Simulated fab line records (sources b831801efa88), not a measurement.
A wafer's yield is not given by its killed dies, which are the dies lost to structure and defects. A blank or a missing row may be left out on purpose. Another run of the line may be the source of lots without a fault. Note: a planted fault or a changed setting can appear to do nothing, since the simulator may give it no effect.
A lot that was struck, set against a sound lot || flow sky130 || 15 steps out of a route of 708
Sound: the wafers L767.1, L767.5, L767.6. Wafers struck: L774.1, L774.4, L774.5. Last of all comes the cause.
Order at every step that has rows: each side's tool, ch and its chambers, its first start. Under that, the readings that differ: sound wafers || struck wafers || difference of the means || sigmas: that difference in standard deviations of wafers without a fault.
alike: readings with means less than 2 such deviations apart, plus words and numbers identical on both sides. not compared: withheld readings, readings lacking a value on some wafer, bounds such as >300 that could conceal the same value, and numbers that have no deviation in the record and whose values overlap.
A row with sigmas, a row that says differs or no value, or rows on one side alone: a step with any of these is where the two part. Numbers that have no deviation but don't overlap get no sigmas and don't part them. A reading that every wafer of one side lacks parts them only if that side has two wafers or more.

first, 2 steps without rows for these wafers: SKY_POLY_GATE_CLEAN_19 (cleans in SC1/SC2, time 150 s); SKY_POLY_GATE_OXIDATION_20 (stabilise 600 s, purge 300 s, target thk 4 nm).
SKY_POLY_GATE_THK_MEAS_21:
  sound: film_metro-04 at day 16 16:50; struck: film_metro-01 at day 19 08:56
  alike: POLY_GATE_OXIDATION_THK
SKY_POLY_GATE_CD_MEAS_22:
  sound: cd_sem-02 at day 16 16:53; struck: cd_sem-02 at day 19 08:59
  alike: cd_nm
then, 7 steps without rows for these wafers: SKY_LDD_N_DEHYDRATE_00 (time 60 s); SKY_LDD_N_HMDS_01 (prime time 60 s); SKY_LDD_N_COAT_02 (resist thk 300 nm); SKY_LDD_N_SOFTBAKE_03 (time 60 s); SKY_LDD_N_EXPOSE_04 (exposes mask NTM, target cd 840 nm); SKY_LDD_N_PEB_05; SKY_LDD_N_DEVELOP_06 (develop time 60 s).
SKY_LDD_N_OVL_MEAS_07:
  sound: overlay-01 at day 17 21:26; struck: overlay-01 at day 20 15:53
  alike: LDD_N_OVL
SKY_LDD_N_IMPLANT_08:
  sound on implanter-03 ch 0, day 17 21:29; struck on implanter-01 ch 0, day 20 15:56
{"reading": "rotation_deg (degrees)", "sound": "23.010 23.002 22.999", "struck": "229.77 229.74 229.72", "difference": "+206.74", "sigmas": "+99 or more"}
following that, these wafers have no rows for 1 step: SKY_LDD_N_IMPLANT_09.
-- a jump in the record: the struck wafers' starts before and after are 27 days apart (it breaks off in module LDD_N and resumes in module PAD_OPEN, where the first step shown is number 708 of the route) --
SKY_PAD_OPEN_PROBE_99:
  sound: prober-02 at day 45 21:46; struck: prober-01 at day 47 17:33
{"reading": "model.etest.nfet_01v8_lvt.vt_sat_v (V)", "sound": "0.5302 0.524 0.5299", "struck": "0.5734 0.5712 0.57", "difference": "+0.0435", "sigmas": ""}
{"reading": "model.etest.nfet_01v8.vt_sat_v (V)", "sound": "0.6374 0.6363 0.6402", "struck": "0.6768 0.6684 0.677", "difference": "+0.0361", "sigmas": ""}
  alike: killed_at_M0_to_M3, killed_at_M4_up, killed_at_contacts, killed_at_front_end, killed_at_other, killed_dies, killed_on_rim, killed_open, killed_short
  not compared: model.etest.sram_nfet_pass.vt_sat_v

## WHERE THEY PART
Within this record, at SKY_LDD_N_IMPLANT_08 only. Later steps at which nothing parts them and some readings are alike: SKY_PAD_OPEN_PROBE_99.

WHY: whatever the simulator had introduced
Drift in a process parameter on implanter-01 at SKY_LDD_N_IMPLANT_08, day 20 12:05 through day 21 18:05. The setting rotation_deg was moved by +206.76, starting from 23. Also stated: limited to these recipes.
